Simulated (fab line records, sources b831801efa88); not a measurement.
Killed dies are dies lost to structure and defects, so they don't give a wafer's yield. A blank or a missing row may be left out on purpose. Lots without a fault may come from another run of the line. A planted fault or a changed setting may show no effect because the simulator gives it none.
A struck lot beside a sound one | flow sky130 | 17 steps out of a route of 708
Sound: wafers L860.3, L860.4, L860.5. Struck: wafer L873.5. (L873.6 of the same lot was not struck and is left out.) The cause comes at the end.
At each step with rows: each side's tool, then ch and its chambers, then its first start. Under that, the readings that differ: sound wafers | struck wafers | difference of the means | sigmas: that difference in standard deviations of wafers without a fault.
alike: readings whose means differ by less than 2 such deviations, and words and numbers that are the same on both sides. not compared: withheld readings, readings that some wafer has no value for, bounds like >300 that may hide the same value, and numbers for which the record gives no deviation and whose values overlap.
The two part at a step that has a row with sigmas, a row that says differs or no value, or rows on one side only. Numbers that don't overlap but have no deviation are shown without sigmas and don't part them. A reading that every wafer of one side lacks parts them only if that side has two wafers or more.

first, 4 steps without rows for these wafers: SKY_FIELD_ISO_WET_ETCH_29 (etches Si3N4 in H3PO4, target depth 160 nm, time 1825 s); SKY_FIELD_ISO_WET_ETCH_30 (etches SiO2 in dHF, target depth 25 nm, time 50 s); SKY_NWELL_CLEAN_00 (cleans in SC1/SC2, time 150 s); SKY_NWELL_OXIDATION_01 (stabilise 600 s, purge 300 s, target thk 10 nm).
SKY_NWELL_THK_MEAS_02:
  sound on film_metro-01, day 3 13:17; struck on film_metro-04, day 6 13:32
  reading                  | sound          | struck | difference | sigmas
  NWELL_OXIDATION_THK (nm) | 9.82 9.71 9.95 | 10.13  | +0.30      | +2
then, 7 steps without rows for these wafers: SKY_DNWELL_DEHYDRATE_00 (time 60 s); SKY_DNWELL_HMDS_01 (prime time 60 s); SKY_DNWELL_COAT_02 (resist thk 3000 nm); SKY_DNWELL_SOFTBAKE_03; SKY_DNWELL_EXPOSE_04 (exposes mask DNM, target cd 3000 nm); SKY_DNWELL_PEB_05; SKY_DNWELL_DEVELOP_06 (develop time 60 s).
SKY_DNWELL_IMPLANT_07:
  sound on implanter-04 ch 0, day 4 06:37; struck on implanter-04 ch 0, day 7 09:07
SKY_DNWELL_STRIP_08: strips in O2/N2.
  sound on plasma_asher-01 ch 0,1, day 4 06:44; struck on plasma_asher-04 ch 1, day 7 09:13
  alike: drypump_motor_current_A, oes_product_au, strip_time_to_endpoint_s
  not compared: rf_hours_counter_h
SKY_DNWELL_TW_MEAS_09:
  sound on film_metro-01, day 4 06:50; struck on film_metro-04, day 7 09:18
  reading   | sound          | struck | difference | sigmas
  DNWELL_TW | 1083 1080 1084 | 1160   | +78        | +8
then, 1 step without rows for these wafers: SKY_PWDE_DEHYDRATE_00 (time 60 s).
-- the record jumps here: 43 days lie between the struck wafers' starts before and after (it left off in module PWDE and takes up again in module PAD_OPEN, whose first step shown is number 708 of the route) --
SKY_PAD_OPEN_PROBE_99:
  sound on prober-02, day 49 14:48; struck on prober-01, day 50 01:16
  reading                                | sound             | struck | difference | sigmas
  model.etest.res_deep_nwell.rs_ohm_sq   | 2178 2174 2172    | 1932   | -243       |
  model.etest.res_deep_nwell.line_ohm_um | 732.4 728.1 727.8 | 643.7  | -85.7      |
  alike: killed_at_M0_to_M3, killed_at_M4_up, killed_at_contacts, killed_at_front_end, killed_at_other, killed_dies, killed_open, killed_short

WHERE THEY PART
First at SKY_NWELL_THK_MEAS_02; last, within this record, at SKY_DNWELL_TW_MEAS_09. Later steps at which nothing parts them and some readings are alike: SKY_PAD_OPEN_PROBE_99.

WHY: what the simulator had put in
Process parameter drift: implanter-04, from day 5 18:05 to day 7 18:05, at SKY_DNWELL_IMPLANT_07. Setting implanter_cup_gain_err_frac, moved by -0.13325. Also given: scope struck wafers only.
